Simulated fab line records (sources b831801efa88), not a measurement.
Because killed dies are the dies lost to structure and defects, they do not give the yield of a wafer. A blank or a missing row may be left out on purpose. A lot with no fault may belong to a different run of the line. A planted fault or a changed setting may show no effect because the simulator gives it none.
Lot-split experiment    flow sky130    23 wafers read across 5 lots, on a route 708 steps long

ABOUT THE SPLIT
At SKY_NWELL_IMPLANT_24, the setting energy-kev was moved away from the recipe's 140 on 8 of the 23 wafers read, by -5.9% to -2.8%. For the rest of the wafers, this setting stayed at what the recipe calls for.

Reading taken at the split's own step.

THE READING
The simulator's own value implant.drp-nm, read by no gauge, in nm at SKY_NWELL_IMPLANT_24. The file does not state a usual value for it.

wafer   tool, chamber at the split  energy-kev as run  against the recipe  implant.drp-nm, nm  against lot-mates on the recipe
L076.2  implanter-01, 0             140                recipe              95.47               -
L076.3  implanter-01, 0             140                recipe              95.47               -
L076.4  implanter-01, 0             136.1              -2.8%               94.43               -1.04
L076.5  implanter-01, 0             136.1              -2.8%               94.43               -1.04
L076.6  implanter-01, 0             136.1              -2.8%               94.43               -1.04
L080.1  implanter-01, 0             140                recipe              95.47               -
L080.3  implanter-01, 0             140                recipe              95.47               -
L080.5  implanter-01, 0             140                recipe              95.47               -
L080.4  implanter-01, 0             133                -5.0%               93.58               -1.89
L080.6  implanter-01, 0             133                -5.0%               93.58               -1.89
L081.1  implanter-01, 0             140                recipe              95.47               -
L081.2  implanter-01, 0             140                recipe              95.47               -
L081.3  implanter-01, 0             140                recipe              95.47               -
L081.4  implanter-01, 0             140                recipe              95.47               -
L081.6  implanter-01, 0             140                recipe              95.47               -
L082.1  implanter-04, 0             131.7              -5.9%               93.22               -2.25
L082.2  implanter-04, 0             131.7              -5.9%               93.22               -2.25
L082.6  implanter-04, 0             131.7              -5.9%               93.22               -2.25
L082.4  implanter-04, 0             140                recipe              95.47               -
L082.5  implanter-04, 0             140                recipe              95.47               -
L084.3  implanter-04, 0             140                recipe              95.47               -
L084.5  implanter-04, 0             140                recipe              95.47               -
L084.6  implanter-04, 0             140                recipe              95.47               -

FIT RESULTS
A straight line over all 23 wafers: implant.drp-nm changes by +0.379 nm for each +1% of energy-kev; r = +1.00; the points scatter about the line by 0.0058 nm.
The same after taking each lot's own level away (the mean of its wafers on the recipe; 23 wafers): +0.379 nm for each +1%; r = +1.00; scatter 0.0058 nm.
According to that fit, moving energy-kev by its largest amount changes the reading by 2.2 nm.
The lots' own levels span 95.470 to 95.470 nm.
Hence the lot-to-lot level has little effect on the slope; both slopes agree.
Check: for one of the wafers moved furthest among these (-5.9%), held out of the fit, the line's prediction against its lot-mates is -2.24 nm. Against them it came out at -2.25 nm.

FURTHER SPLITS ON THESE WAFERS
Other splits were also applied to these wafers ahead of the reading. Each is held against what the fit with the lots' levels taken away leaves over:
other split on the same wafers        wafers away from the commonest value  r with implant.drp-nm (lot level and that fit taken away)
SKY_FIELD_ISO_CVD_03 temp-c           18                                    +0.08
SKY_FIELD_ISO_EXPOSE_10 dose-mj       5                                     +0.02
SKY_FIELD_ISO_ETCH_14 time-s          7                                     +0.56
SKY_FIELD_ISO_OXIDATION_22 ox-time-s  15                                    +0.63
SKY_DNWELL_EXPOSE_04 dose-mj          9                                     -0.06
SKY_PWDE_IMPLANT_08 energy-kev        5                                     -0.07

FILE'S OWN FIT
implant.drp-nm changes by +0.38 nm for each +1% of energy-kev, r = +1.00.
